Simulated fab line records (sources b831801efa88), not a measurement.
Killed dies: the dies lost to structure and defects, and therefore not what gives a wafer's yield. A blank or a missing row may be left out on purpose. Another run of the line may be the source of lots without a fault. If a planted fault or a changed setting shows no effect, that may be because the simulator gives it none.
A struck lot beside a sound one + flow sky130 + 15 out of 708 route steps
Sound: these wafers, L948.1, L948.2, L948.4. Wafers struck: L955.1, L955.2, L955.6. The cause is given at the end.
For every step that has rows: the tool of each side, followed by ch and its chambers, followed by its first start. Under that, the readings that differ: sound wafers + struck wafers + difference of the means + sigmas: that difference in standard deviations of wafers without a fault.
alike: readings with means less than 2 such deviations apart, plus words and numbers identical on both sides. not compared: withheld readings, readings lacking a value on some wafer, bounds such as >300 that could conceal the same value, and numbers that have no deviation in the record and whose values overlap.
The two part at a step that has a row with sigmas, a row that says differs or no value, or rows on one side only. Numbers that have no deviation but don't overlap get no sigmas and don't part them. A reading missing from all wafers of one side parts the sides only when that side holds two or more wafers.

first, 2 steps without rows for these wafers: SKY_METAL4_PEB_11; SKY_METAL4_DEVELOP_12 (develop time 60 s).
SKY_METAL4_CD_MEAS_13 targets a cd of 300 nm.
  sound: cd-sem-02 at day 45 01:22; struck: cd-sem-01 at day 46 09:43
  alike: cd-nm
SKY_METAL4_OVL_MEAS_14:
  sound: overlay-02 at day 45 01:29; struck: overlay-02 at day 46 09:50
  alike: METAL4_OVL
SKY_METAL4_DESCUM_15: chemistry O2, time 8 s.
  sound on rie-metal-01 ch 0,1, day 45 01:31; struck on rie-metal-03 ch 0, day 46 09:52
  alike: chamber-pressure-mTorr, drypump-motor-current-A, oes-product-au
  not compared: rf-hours-counter-h
SKY_METAL4_ETCH_16: etches BARC in N2/H2, stops on SiO2, time 88.2 s, target depth 60 nm.
  sound on rie-metal-01 ch 0,1, day 45 01:33; struck on rie-metal-03 ch 0, day 46 09:56
  alike: chamber-pressure-mTorr, drypump-motor-current-A, oes-product-au, throttle-valve-pct
  not compared: rf-hours-counter-h
SKY_METAL4_ETCH_17: etches SiO2 in C4F8/O2/Ar, stops on TiN, time 3.9 s, target depth 15 nm.
  sound on rie-diel-01 ch 0,1,3, day 45 01:39; struck on rie-diel-03 ch 0,2,3, day 46 10:08
  alike: chamber-pressure-mTorr, oes-product-au
  not compared: rf-hours-counter-h
SKY_METAL4_METAL_ETCH_18: etches the open film in Cl2/BCl3, stops on SiO2, target depth 845 nm, time 183.1 s.
  sound on rie-metal-04 ch 0,1, day 45 01:40; struck on rie-metal-01 ch 0,1, day 46 10:09
  alike: chamber-pressure-mTorr, drypump-motor-current-A, oes-product-au, throttle-valve-pct
  not compared: rf-hours-counter-h
SKY_METAL4_STRIP_19: strips in O2/N2.
  sound on plasma-asher-01 ch 0,1, day 45 01:54; struck on plasma-asher-01 ch 0,1, day 46 10:20
  alike: chamber-pressure-mTorr, drypump-motor-current-A, o2-flow-sccm, oes-product-au, strip-time-to-endpoint-s
  not compared: rf-hours-counter-h
then, 3 steps without rows for these wafers: SKY_METAL4_STRIP_20 (strips in post etch residue remover, time 1200 s); SKY_METAL4_CLEAN_21 (cleans in IPA, time 180 s); SKY_METAL4_CLEAN_22 (cleans in O3/DIW).
SKY_VIA4_HDPCVD_00: deposits SiO2, target thk 1750 nm, time 291.7 s.
  sound on hdpcvd-02 ch 0,1, day 45 02:30; struck on hdpcvd-01 ch 0,1, day 46 11:16
| reading                                  | sound             | struck            | difference | sigmas      |
|------------------------------------------|-------------------|-------------------|------------|-------------|
| run-length-s (s)                         | 319.8 320.5 319.4 | 451.4 451.8 451.7 | +131.7     | +99 or more |
| model.SiO2_of_VIA4_HDPCVD_00.thk-nm (nm) | 1711 1731 1738    | 2573 2557 2542    | +831       |             |
SKY_VIA4_THK_MEAS_01:
  sound: film-metro-03 at day 45 02:41; struck: film-metro-04 at day 46 11:41
| reading              | sound          | struck         | difference | sigmas |
|----------------------|----------------|----------------|------------|--------|
| VIA4_HDPCVD_THK (nm) | 1712 1730 1740 | 2573 2556 2543 | +830       | +42    |
  not compared: hold
-- the record jumps here: 3 days lie between the struck wafers' starts before and after (it left off in module VIA4 and takes up again in module PAD_OPEN, whose first step shown is number 708 of the route) --
SKY_PAD_OPEN_PROBE_99:
  record: rows for the struck wafers here (prober-02, day 49 19:02), none for the sound ones

== WHERE THEY PART ==
First at SKY_VIA4_HDPCVD_00; last, within this record, at SKY_PAD_OPEN_PROBE_99.

WHY: what the simulator had put in
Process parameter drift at SKY_VIA4_HDPCVD_00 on hdpcvd-01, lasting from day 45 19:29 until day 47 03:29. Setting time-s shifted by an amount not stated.
